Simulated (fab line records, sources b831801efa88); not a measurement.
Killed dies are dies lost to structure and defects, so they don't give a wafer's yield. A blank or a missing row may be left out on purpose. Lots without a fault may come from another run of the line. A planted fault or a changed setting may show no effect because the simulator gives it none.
A struck lot beside a sound one | flow sky130 | 22 steps out of a route of 708
Sound: wafers L532.2, L532.3, L532.4. Struck: wafers L526.2, L526.3, L526.6. The cause comes at the end.
At each step with rows: each side's tool, then ch and its chambers, then its first start. Under that, the readings that differ: sound wafers | struck wafers | difference of the means | sigmas: that difference in standard deviations of wafers without a fault.
alike: readings whose means differ by less than 2 such deviations, and words and numbers that are the same on both sides. not compared: withheld readings, readings that some wafer has no value for, bounds like >300 that may hide the same value, and numbers for which the record gives no deviation and whose values overlap.
The two part at a step that has a row with sigmas, a row that says differs or no value, or rows on one side only. Numbers that don't overlap but have no deviation are shown without sigmas and don't part them. A reading that every wafer of one side lacks parts them only if that side has two wafers or more.

first, 5 steps without rows for these wafers: SKY_LDD_P_COAT_02 (resist thk 1140 nm); SKY_LDD_P_SOFTBAKE_03 (time 60 s); SKY_LDD_P_EXPOSE_04 (exposes mask PSDM, target cd 380 nm); SKY_LDD_P_PEB_05; SKY_LDD_P_DEVELOP_06 (develop time 60 s).
SKY_LDD_P_CD_MEAS_07: target cd 380 nm.
  sound on cd_sem-02, day 25 15:34; struck on cd_sem-02, day 23 12:04
  alike: cd_nm
SKY_LDD_P_OVL_MEAS_08:
  sound on overlay-02, day 25 15:41; struck on overlay-02, day 23 12:11
  alike: LDD_P_OVL
then, 1 step without rows for these wafers: SKY_LDD_P_IMPLANT_09.
SKY_LDD_P_STRIP_10: strips in O2/N2.
  sound on plasma_asher-04 ch 0,1, day 25 15:52; struck on plasma_asher-01 ch 0,1, day 23 12:22
  alike: drypump_motor_current_A, oes_product_au, strip_time_to_endpoint_s
  not compared: rf_hours_counter_h
SKY_LDD_P_TW_MEAS_11:
  sound on film_metro-04, day 25 15:58; struck on film_metro-03, day 23 12:28
  alike: LDD_P_TW
then, 2 steps without rows for these wafers: SKY_LDD_HVN_DEHYDRATE_00 (time 60 s); SKY_LDD_HVN_HMDS_01 (prime time 60 s).
SKY_LDD_HVN_COAT_02: resist thk 300 nm.
  sound on litho_track-04 ch 0, day 26 06:20; struck on litho_track-01 ch 0, day 24 02:48
  reading                                      | sound             | struck            | difference | sigmas
  model.NOVOLAK_of_LDD_HVN_COAT_02.thk_nm (nm) | 300.4 301.4 300.7 | 180.8 180.3 180.7 | -120.2     |
  alike: exhaust_pa, spin_speed_rpm
then, 3 steps without rows for these wafers: SKY_LDD_HVN_SOFTBAKE_03 (time 60 s); SKY_LDD_HVN_EXPOSE_04 (exposes mask HVNTM, target cd 700 nm); SKY_LDD_HVN_PEB_05.
SKY_LDD_HVN_DEVELOP_06: develop time 60 s.
  sound on litho_track-03 ch 0, day 26 20:43; struck on litho_track-03 ch 0, day 24 17:34
  reading                                      | sound         | struck            | difference | sigmas
  model.NOVOLAK_of_LDD_HVN_COAT_02.thk_nm (nm) | 300 301 300.3 | 180.4 179.9 180.3 | -120.2     |
  alike: exhaust_pa
SKY_LDD_HVN_OVL_MEAS_07:
  sound on overlay-02, day 26 20:50; struck on overlay-01, day 24 17:41
  alike: LDD_HVN_OVL
then, 1 step without rows for these wafers: SKY_LDD_HVN_IMPLANT_08.
SKY_LDD_HVN_STRIP_09: strips in O2/N2.
  sound on plasma_asher-02 ch 0,1, day 26 21:01; struck on plasma_asher-04 ch 0,1, day 24 17:52
  reading                      | sound             | struck            | difference | sigmas
  oes_product_au (a.u.)        | 0.414 0.411 0.411 | 0.338 0.341 0.344 | -0.071     | -16
  strip_time_to_endpoint_s (s) | 4.120 4.160 4.147 | 2.557 2.541 2.541 | -1.596     | -99 or more
  alike: drypump_motor_current_A
  not compared: rf_hours_counter_h
SKY_LDD_HVN_TW_MEAS_10:
  sound on film_metro-02, day 26 21:08; struck on film_metro-02, day 24 17:59
  alike: LDD_HVN_TW
-- the record jumps here: 24 days lie between the struck wafers' starts before and after (it left off in module LDD_HVN and takes up again in module PAD_OPEN, whose first step shown is number 708 of the route) --
SKY_PAD_OPEN_PROBE_99:
  the record has rows for the struck wafers here (prober-02, day 48 20:22) and none for the sound ones

WHERE THEY PART
First at SKY_LDD_HVN_STRIP_09; last, within this record, at SKY_PAD_OPEN_PROBE_99.

WHY: what the simulator had put in
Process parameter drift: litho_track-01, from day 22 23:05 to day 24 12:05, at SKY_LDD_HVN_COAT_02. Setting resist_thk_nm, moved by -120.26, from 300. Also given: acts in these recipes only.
